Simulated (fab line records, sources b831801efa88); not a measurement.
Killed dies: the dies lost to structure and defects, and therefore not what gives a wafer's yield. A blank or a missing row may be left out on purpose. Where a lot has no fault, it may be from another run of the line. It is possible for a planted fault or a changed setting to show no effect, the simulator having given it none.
A single fault, viewed from 2 desks || flow sky130 || each desk holds nothing but its own numbers, with what lay behind them at the end

## FOR THE TOOL OWNER'S DESK: plasmaAsher-03
The tool's own readings at SKY_NWELL_STRIP_25 (strips in O2/N2): means of the sampled wafers that have a number, for each lot that ran on this tool. The brackets show how far a lot's mean lies from the usual mean; more than 4 standard deviations puts the lot out of limits, marked OUT.
Columns: A = drypumpMotorCurrentA at SKY_NWELL_STRIP_25, usual 5.5 A; B = oesProductAu at SKY_NWELL_STRIP_25, usual 0.723 a.u.; C = stripTimeToEndpointS at SKY_NWELL_STRIP_25, usual 36.89 s
{"lot": "L415", "first seen here": "day 5 18:09", "A": 5.8, "B": 0.725, "C": 36.86}
{"lot": "L416", "first seen here": "day 6 07:29", "A": 5.8, "B": 0.722, "C": 36.90}
{"lot": "L418", "first seen here": "day 6 15:27", "A": 5.8, "B": 0.725, "C": 36.79}
{"lot": "L420", "first seen here": "day 6 23:50", "A": 5.8, "B": "0.815 (+20) OUT", "C": "-"}
{"lot": "L429", "first seen here": "day 9 02:08", "A": 6.0, "B": 0.718, "C": 36.94}
{"lot": "L430", "first seen here": "day 9 16:35", "A": 6.0, "B": 0.719, "C": 36.98}
{"lot": "L433", "first seen here": "day 9 23:56", "A": 5.8, "B": 0.722, "C": 36.96}
Finding of this desk: L420 out of limits; the first was L420 at day 6 23:50, on oesProductAu at SKY_NWELL_STRIP_25. Within limits: L415, L416, L418, L429, L430, L433.

## METROLOGY DESK
What the gauges read, lot by lot, whatever tool the lot ran on: means of the sampled wafers that have a number. The brackets show how far a lot's mean lies from the usual mean; more than 4 standard deviations puts the lot out of limits, marked OUT.
Columns: A = NWELL_OXIDATION_THK at SKY_NWELL_THK_MEAS_02, usual 10.08 nm; B = NWELL_00_OVL at SKY_NWELL_OVL_MEAS_10, usual 0.3 nm; C = NWELL_2_TW at SKY_NWELL_TW_MEAS_26, usual 490; D = VT_ADJUST_HVTP_TW at SKY_VT_ADJUST_HVTP_TW_MEAS_11, usual 1340
{"lot": "L415", "first seen here": "day 3 01:53", "A": 9.80, "B": -0.8, "C": 496, "D": 1340}
{"lot": "L416", "first seen here": "day 3 13:14", "A": 9.98, "B": 0.7, "C": 483, "D": 1340}
{"lot": "L417", "first seen here": "day 3 18:35", "A": 10.10, "B": 1.6, "C": 503, "D": 1343}
{"lot": "L418", "first seen here": "day 3 18:35", "A": 9.93, "B": -2.1, "C": 500, "D": 1341}
{"lot": "L420", "first seen here": "day 4 01:13", "A": 9.88, "B": -0.7, "C": 492, "D": "29 (-99 or more) OUT"}
{"lot": "L419", "first seen here": "day 4 01:14", "A": 10.05, "B": 0.7, "C": 502, "D": 1335}
{"lot": "L429", "first seen here": "day 5 20:31", "A": 10.26, "B": 3.1, "C": 479, "D": 1334}
{"lot": "L430", "first seen here": "day 6 03:31", "A": 10.40, "B": 0.1, "C": 481, "D": 1339}
{"lot": "L431", "first seen here": "day 6 03:31", "A": 10.56, "B": -0.4, "C": 481, "D": 1338}
{"lot": "L432", "first seen here": "day 6 09:47", "A": 10.10, "B": 0.1, "C": 498, "D": 1340}
{"lot": "L433", "first seen here": "day 6 12:22", "A": 9.84, "B": -1.0, "C": 486, "D": 1342}
{"lot": "L434", "first seen here": "day 6 18:02", "A": 10.27, "B": -0.7, "C": 486, "D": 1354}
{"lot": "L438", "first seen here": "day 7 12:08", "A": 9.73, "B": -0.2, "C": 485, "D": 1343}
Finding of this desk: L420 out of limits, first seen on L420 at day 7 20:38 (VT_ADJUST_HVTP_TW at SKY_VT_ADJUST_HVTP_TW_MEAS_11). Within limits: L415, L416, L417, L418, L419, L429, L430, L431, L432, L433, L434, L438.

## BROUGHT TOGETHER
The tool owner's desk had the chance to raise an alarm at day 6 23:50 on L420.
L420 would have let the metrology desk raise an alarm at day 7 20:38.
The lots listed all ran SKY_NWELL_STRIP_25 on plasmaAsher-03.

## WHAT THE SIMULATOR HAD INSERTED
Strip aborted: plasmaAsher-03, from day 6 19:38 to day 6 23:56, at SKY_NWELL_STRIP_25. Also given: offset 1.
Shown lots that were struck: L420.
Fault start to first reading out of limits, in hours, per desk: tool owner, 4; metrology, 25.
